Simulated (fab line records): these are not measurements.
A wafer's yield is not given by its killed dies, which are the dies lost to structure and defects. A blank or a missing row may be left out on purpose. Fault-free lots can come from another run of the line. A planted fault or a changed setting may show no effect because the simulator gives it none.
Which tool did it? / flow gf180mcu / 7 lots, 21 wafers sampled, at 2 steps of a route of 602

== WHAT THE GAUGES SHOWED, per wafer ==
GF_TOP_METAL_THK_MEAS_06: measures by xrf.
lot=L174; measured=day 28 02:18; on=film-metro-03; TOP_METAL_ALCU_THK (nm)=900 887 887
lot=L175; measured=day 28 17:46; on=film-metro-03; TOP_METAL_ALCU_THK (nm)=886 893 879
lot=L177; measured=day 29 12:40; on=film-metro-03; TOP_METAL_ALCU_THK (nm)=886 899 889
lot=L180; measured=day 30 00:53; on=film-metro-02; TOP_METAL_ALCU_THK (nm)=906 907 911
lot=L182; measured=day 30 15:37; on=film-metro-01; TOP_METAL_ALCU_THK (nm)=924 905 915
lot=L189; measured=day 32 11:59; on=film-metro-03; TOP_METAL_ALCU_THK (nm)=916 925 913
lot=L193; measured=day 33 09:05; on=film-metro-03; TOP_METAL_ALCU_THK (nm)=883 900 890

== EACH LOT AND THE TOOL THAT RAN IT (in order: tool; ch and the chambers of the sampled wafers; start) ==
lot=L174; GF_CONTACT_SPUTTER_23=pvd-sputter-02, day 17 01:52
lot=L175; GF_CONTACT_SPUTTER_23=pvd-sputter-04, day 17 21:03
lot=L177; GF_CONTACT_SPUTTER_23=pvd-sputter-02, day 18 17:18
lot=L180; GF_CONTACT_SPUTTER_23=pvd-sputter-02, day 19 10:31
lot=L182; GF_CONTACT_SPUTTER_23=pvd-sputter-02, day 20 01:07
lot=L189; GF_CONTACT_SPUTTER_23=pvd-sputter-02, day 22 16:26
lot=L193; GF_CONTACT_SPUTTER_23=pvd-sputter-04, day 23 21:24
- GF_CONTACT_SPUTTER_23: material TiN, target thk 10 nm, time 40 s.

== THE ANSWER, worked out from the rows above alone ==
Rule: what is usual is taken from the lots themselves. Put in order of their means at a reading, lots are off if they are a third of the lots or fewer, leave a main group of 4 or more, and stand apart from it by a gap of 3 or more times the standard deviation of the main group's means; of several such gaps the widest counts. A main group whose means are all the same, to the digits that the tables above print for the reading, isn't used. Also off: a lot with no number at a reading for which 4 or more lots have one. Where the step has rows for the other lots, those lots are counted as sound.
Nothing can be told from this: no lot is off at any reading shown.

== WHAT WAS PUT IN BY THE SIMULATOR ==
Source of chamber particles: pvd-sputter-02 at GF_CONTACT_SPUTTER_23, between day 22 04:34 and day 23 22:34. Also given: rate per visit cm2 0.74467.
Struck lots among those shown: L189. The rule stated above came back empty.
